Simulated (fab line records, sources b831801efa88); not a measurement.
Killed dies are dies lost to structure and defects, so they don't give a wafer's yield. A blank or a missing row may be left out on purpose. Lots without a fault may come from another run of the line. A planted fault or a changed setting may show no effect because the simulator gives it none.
fab line records | flow sky130
record lots=11 wafers=33 last_day=50
route steps=708 shown POLY_GATE@236 SD_N@351 LI_CONTACT@364 LOCAL_INTERCONNECT@388
lots that met no fault: from a run of the same line without faults
start_h: hours from the record's first day to the start of the lot's first wafer shown | wait_h: hours since the lot's step before | " the same as in the row above | L1.1+2: a row that stands for several wafers | - no value, or no start given | * or withheld: withheld | < > ~ a bound
route shown NAME@n: a module of which the file shows steps, and the number in the route of the first | usual: mean/standard deviation of fault-free wafers | same: alike in all rows | chamber/n: place in a boat | sites: the reading at each site | _std_site: their standard deviation | _edge_site: outer sites' mean less inner sites' | radius_mm: how far each site lies from the wafer's centre | mask NAME#n: copy n | behind: the tool/chamber that last shaped the wafer | hold: why the lot was held/for how many hours/how that ended | device: the transistor (n, p or np) that didn't switch | end of line: the same wafers' tests at the end of the route | a step without rows: its recipe alone | killed: dies lost to structure and defects at the first sort, not the wafer's yield | map: a wafer's dies, x killed, . not, _ none there
set.NAME: the setting as run; set.NAME@STEP: as run at that earlier step | model.NAME: the simulator's own value behind a step, which no gauge read
steps of the route over a sample of lots; a table a step, a row a wafer
services: from which hour (start_h, from the record's first day; less than 0 if before it) a tool's chamber was out of use, for how many hours, and why
## steps
# step SKY_POLY_GATE_CD_MEAS_22
# usual cd_nm=150.0/2.6
# columns lot.wafer tool chamber start_h wait_h cd_nm
L106.1 cd_sem-01 - 453.85 0.1 155.6
L106.2 " - " " 152.4
L106.3 " - " " 154.7
L110.2 cd_sem-02 - 478.56 0.1 148.1
L110.3 " - " " 151.7
L110.6 " - " " 148.3
L111.3 cd_sem-02 - 480.73 0.1 149.7
L111.4 " - " " 152.0
L111.5 " - " " 147.7
L113.2 cd_sem-02 - 491.61 0.1 147.9
L113.3 " - " " 149.6
L113.6 " - " " 147.5
L112.1 cd_sem-02 - 499.79 0.1 147.8
L112.3 " - " " 151.1
L112.4 " - " " 149.0
L115.1 cd_sem-01 - 515.48 0.1 150.2
L115.2 " - " " 149.2
L115.3 " - " " 149.1
L118.2 cd_sem-02 - 538.96 0.1 149.7
L118.4 " - " " 152.7
L118.5 " - " " 151.8
L119.1 cd_sem-02 - 541.29 0.1 144.4
L119.2 " - " " 145.2
L119.6 " - " " 146.5
L120.1 cd_sem-01 - 547.68 0.1 151.6
L120.5 " - " " 148.7
L120.6 " - " " 154.4
L122.1 cd_sem-01 - 571.11 0.1 148.7
L122.2 " - " " 151.2
L122.4 " - " " 151.0
L123.4 cd_sem-01 - 573.57 0.1 151.6
L123.5 " - " " 150.1
L123.6 " - " " 150.8
# step SKY_SD_N_IMPLANT_09
# recipe species=As energy_kev=50 dose_cm2=4e+15 tilt_deg=0
# usual beam_energy_keV=49.999/0.016
# columns lot.wafer tool chamber start_h wait_h beam_energy_keV
L106.1 implanter-02 0 721.04 0.0 49.975
L106.2 " 0 " " 50.001
L106.3 " 0 " " 50.008
L111.3 implanter-04 0 746.44 0.1 50.000
L111.4 " 0 " " 50.014
L111.5 " 0 " " 50.004
L110.2 implanter-02 0 746.71 0.0 49.981
L110.3 " 0 " " 49.998
L110.6 " 0 " " 49.988
L113.2 implanter-02 0 760.71 0.0 49.996
L113.3 " 0 " " 49.990
L113.6 " 0 " " 50.003
L112.1 implanter-02 0 764.69 0.0 49.996
L112.3 " 0 " " 49.995
L112.4 " 0 " " 49.985
L115.1 implanter-02 0 778.28 0.0 49.995
L115.2 " 0 " " 50.003
L115.3 " 0 " " 49.985
L118.2 implanter-02 0 796.76 0.0 54.107
L118.4 " 0 " " 54.120
L118.5 " 0 " " 54.131
L119.1 implanter-02 0 798.23 0.0 54.112
L119.2 " 0 " " 54.098
L119.6 " 0 " " 54.107
L120.1 implanter-03 0 802.63 0.0 50.012
L120.5 " 0 " " 50.001
L120.6 " 0 " " 50.001
L122.1 implanter-03 0 826.74 0.0 50.008
L122.2 " 0 " " 50.028
L122.4 " 0 " " 50.004
L123.4 implanter-03 0 827.71 0.1 49.998
L123.5 " 0 " " 50.005
L123.6 " 0 " " 50.000
# step SKY_SD_N_STRIP_11
# recipe chemistry=O2/N2 power_w=1400 pressure_mtorr=1500 platen_temp_c=withheld o2_flow_sccm=3000 n2_flow_sccm=300 overash_fraction=0.5
# usual drypump_motor_current_A=5.62/0.23 o2_flow_sccm=3000/9.3 oes_product_au=0.527/0.0046 strip_time_to_endpoint_s=22.55/0.034
# same overash_fraction=0.5
# columns lot.wafer tool chamber start_h wait_h drypump_motor_current_A o2_flow_sccm oes_product_au rf_hours_counter_h strip_time_to_endpoint_s
L106.1 plasma_asher-04 0 721.34 0.1 5.69 3004 0.530 60 22.55
L106.2 " 1 " " 5.25 2991 0.523 60 22.56
L106.3 " 1 " " 5.31 2996 0.524 - 22.53
L111.3 plasma_asher-02 1 746.72 0.1 5.71 3011 0.528 - 22.59
L111.4 " 0 " " 5.89 2996 0.533 - 22.59
L111.5 " 0 " " 5.90 2999 0.533 - 22.58
L110.2 plasma_asher-04 1 746.98 0.1 5.28 3000 0.526 62 22.52
L110.3 " 0 " " 5.71 3021 0.527 - 22.56
L110.6 " 1 " " 5.29 3003 0.532 - 22.54
L113.2 plasma_asher-02 0 760.99 0.1 5.91 3005 0.526 2 22.54
L113.3 " 0 " " 5.90 3002 0.526 - 22.55
L113.6 " 0 " " 5.89 2992 0.519 - 22.54
L112.1 plasma_asher-02 1 764.99 0.1 5.75 3000 0.533 2 22.60
L112.3 " 0 " " 5.90 3014 0.534 - 22.58
L112.4 " 1 " " 5.76 3004 0.527 - 22.59
L115.1 plasma_asher-04 1 778.58 0.1 5.27 2996 0.519 66 22.60
L115.2 " 0 " " 5.72 2997 0.522 66 22.59
L115.3 " 0 " " 5.71 3010 0.533 - 22.60
L118.2 plasma_asher-02 1 797.03 0.1 5.72 3005 0.518 5 23.17
L118.4 " 1 " " 5.73 2995 0.524 - 23.16
L118.5 " 1 " " 5.73 3000 0.522 - 23.17
L119.1 plasma_asher-04 1 798.53 0.1 5.32 3001 0.507 68 23.18
L119.2 " 0 " " 5.70 3003 0.511 68 23.24
L119.6 " 1 " " 5.35 2998 0.521 - 23.12
L120.1 plasma_asher-02 0 802.93 0.1 5.91 3008 0.528 6 22.58
L120.5 " 1 " " 5.76 2999 0.518 - 22.55
L120.6 " 0 " " 5.90 3019 0.532 - 22.55
L122.1 plasma_asher-04 1 827.04 0.1 5.36 2994 0.527 70 22.56
L122.2 " 0 " " 5.70 3001 0.530 70 22.61
L122.4 " 0 " " 5.69 3005 0.524 - 22.56
L123.4 plasma_asher-04 1 827.96 0.1 5.30 3000 0.524 - 22.57
L123.5 " 1 " " 5.27 3011 0.530 - 22.55
L123.6 " 0 " " 5.70 2998 0.532 - 22.50
# step SKY_SD_N_RS_MEAS_16
# recipe thk_meas_gauge=four-point-probe
# usual SD_N_RS=68.47/0.11
# columns lot.wafer tool chamber start_h wait_h SD_N_RS[ohm/sq]
L106.1 film_metro-04 - 721.72 0.1 68.50
L106.2 " - " " 68.34
L106.3 " - " " 68.57
L111.3 film_metro-02 - 747.12 0.1 68.55
L111.4 " - " " 68.34
L111.5 " - " " 68.31
L110.2 film_metro-04 - 747.38 0.1 68.45
L110.3 " - " " 68.57
L110.6 " - " " 68.48
L113.2 film_metro-03 - 761.40 0.1 68.49
L113.3 " - " " 68.74
L113.6 " - " " 68.57
L112.1 film_metro-03 - 765.38 0.1 68.57
L112.3 " - " " 68.60
L112.4 " - " " 68.55
L115.1 film_metro-03 - 778.96 0.1 68.31
L115.2 " - " " 68.54
L115.3 " - " " 68.28
L118.2 film_metro-03 - 797.43 0.1 65.72
L118.4 " - " " 65.74
L118.5 " - " " 65.79
L119.1 film_metro-04 - 798.92 0.1 65.66
L119.2 " - " " 65.86
L119.6 " - " " 65.82
L120.1 film_metro-03 - 803.31 0.1 68.46
L120.5 " - " " 68.44
L120.6 " - " " 68.53
L122.1 film_metro-02 - 827.42 0.1 68.29
L122.2 " - " " 68.32
L122.4 " - " " 68.26
L123.4 film_metro-04 - 828.38 0.1 68.39
L123.5 " - " " 68.46
L123.6 " - " " 68.48
# step SKY_LI_CONTACT_CMP_02
# recipe material=PSG down_force_psi=4 platen_rpm=60 pad_velocity_m_s=0.94248
# usual motor_current_A=12.2/1.4 slurry_filter_dp_kPa=13.51/0.13 time_to_endpoint_s=32.3/2.7
# columns lot.wafer tool chamber start_h wait_h motor_current_A slurry_filter_dp_kPa time_to_endpoint_s
L106.3 cmp-01 0 722.26 0.0 10.5 13.51 33.5
L106.1 " 1 " " 12.7 13.32 34.2
L106.2 " 3 " " 9.9 13.74 34.9
L111.4 cmp-01 3 747.62 0.0 10.7 13.46 32.3
L111.3 " 2 " " 12.7 13.71 29.9
L111.5 " 0 " " 10.3 13.49 31.9
L110.2 cmp-01 1 747.92 0.1 13.1 13.48 31.1
L110.3 " 2 " " 13.3 13.51 32.9
L110.6 " 2 " " 13.2 13.55 29.9
L113.2 cmp-01 0 761.97 0.1 9.7 13.59 32.2
L113.3 " 1 " " 12.8 13.43 32.7
L113.6 " 0 " " 10.4 13.70 29.6
L112.3 cmp-02 3 765.92 0.0 13.8 13.72 29.6
L112.1 " 0 " " 12.3 13.71 31.2
L112.4 " 2 " " 12.8 13.48 32.2
L115.3 cmp-01 2 779.52 0.0 12.5 13.58 30.9
L115.2 " 0 " " 9.6 13.61 30.1
L115.1 " 1 " " 13.8 13.55 30.2
L118.2 cmp-02 2 797.96 0.0 14.3 13.55 29.3
L118.4 " 0 " " 12.3 13.31 28.6
L118.5 " 2 " " 13.3 13.62 27.1
L119.1 cmp-02 0 799.51 0.1 11.6 13.56 29.9
L119.2 " 2 " " 13.3 13.48 30.8
L119.6 " 3 " " 12.3 13.42 30.6
L120.1 cmp-02 3 803.90 0.1 13.3 13.63 29.5
L120.6 " 2 " " 13.0 13.44 27.3
L120.5 " 3 " " 12.8 13.52 24.7
L122.4 cmp-02 2 827.96 0.0 13.3 13.46 37.7
L122.1 " 0 " " 12.1 13.49 31.5
L122.2 " 1 " " 13.7 13.39 40.7
L123.4 cmp-02 1 828.96 0.1 14.3 13.52 33.5
L123.5 " 3 " " 13.2 13.38 33.7
L123.6 " 0 " " 12.2 13.50 31.7
# step SKY_LOCAL_INTERCONNECT_RS_MEAS_01
# recipe thk_meas_gauge=four-point-probe reads=TiN_of_LOCAL_INTERCONNECT_SPUTTER_00
# usual LOCAL_INTERCONNECT_TIN_RS=14.13/0.15
# columns lot.wafer tool chamber start_h wait_h LOCAL_INTERCONNECT_TIN_RS[ohm/sq]
L106.1 film_metro-01 - 753.46 0.0 14.15
L106.2 " - " " 14.12
L106.3 " - " " 13.94
L111.3 film_metro-04 - 775.56 0.1 14.23
L111.4 " - " " 14.24
L111.5 " - " " 14.34
L110.2 film_metro-01 - 775.92 0.1 14.06
L110.3 " - " " 14.09
L110.6 " - " " 14.00
L113.2 film_metro-01 - 788.62 0.1 14.19
L113.3 " - " " 14.23
L113.6 " - " " 14.24
L112.1 film_metro-01 - 792.87 0.0 14.08
L112.3 " - " " 14.13
L112.4 " - " " 14.12
L115.1 film_metro-01 - 805.98 0.0 14.13
L115.2 " - " " 14.03
L115.3 " - " " 14.19
L118.2 film_metro-03 - 827.17 0.1 14.15
L118.4 " - " " 14.12
L118.5 " - " " 14.28
L119.1 film_metro-03 - 828.67 0.0 14.18
L119.2 " - " " 14.35
L119.6 " - " " 14.35
L120.1 film_metro-03 - 833.28 0.0 14.27
L120.5 " - " " 14.36
L120.6 " - " " 14.33
L122.1 film_metro-03 - 856.46 0.0 13.84
L122.2 " - " " 13.94
L122.4 " - " " 14.11
L123.4 film_metro-04 - 857.27 0.1 14.09
L123.5 " - " " 14.16
L123.6 " - " " 14.05
## services
# columns tool chamber start_h hours kind
cmp-02 - 700.20 0.3 repair
cmp-02 - 728.68 2.6 repair
plasma_asher-02 - 733.75 9.0 pm
plasma_asher-02 0 733.75 9.0 vent_cycle
plasma_asher-02 1 733.75 9.0 vent_cycle
cmp-02 - 737.89 6.6 repair
plasma_asher-02 0 742.75 - clean
plasma_asher-02 1 742.75 - clean
cmp-02 - 744.49 4.0 pm
implanter-03 - 748.46 43.7 pm
cmp-02 - 748.49 - consumable_replace:conditioner
cmp-02 - 748.49 - consumable_replace:pad
cmp-02 - 750.70 5.4 pm
implanter-04 - 756.88 3.9 pm
cmp-02 - 784.72 1.5 repair
implanter-02 - 800.90 2.7 repair
plasma_asher-04 - 801.13 14.6 pm
implanter-02 - 813.05 3.5 repair
implanter-04 - 815.89 2.3 repair
## key
first_sign step=SKY_SD_N_IMPLANT_09 reading=beam_energy_keV direction=up sigmas=99+ usual=* struck=*
effect step=SKY_SD_N_STRIP_11 reading=strip_time_to_endpoint_s direction=up sigmas=18 usual=* struck=*
effect step=SKY_SD_N_RS_MEAS_16 reading=SD_N_RS direction=down sigmas=24 usual=68.47 struck=65.76
met_at SKY_SD_N_IMPLANT_09
struck_lots L118,L119
tester_left_out L118,L119
not_acting_at SKY_POLY_GATE_CD_MEAS_22,SKY_LI_CONTACT_CMP_02,SKY_LOCAL_INTERCONNECT_RS_MEAS_01
onset_between 778.28 796.76
fault kind=process_parameter_drift tool=implanter-02 chamber=- onset_h=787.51 steps=SKY_SD_N_IMPLANT_09 channel=energy_kev offset=* shape=step end_h=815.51 acts_in=* stated=*
# tester_left_out: of these lots the tester's yield and bins aren't shown, on N5 and GAA mostly nor the transistor test; their killed dies are dies lost to structure and defects alone, not to doping, threshold or leakage, so they don't give the yield
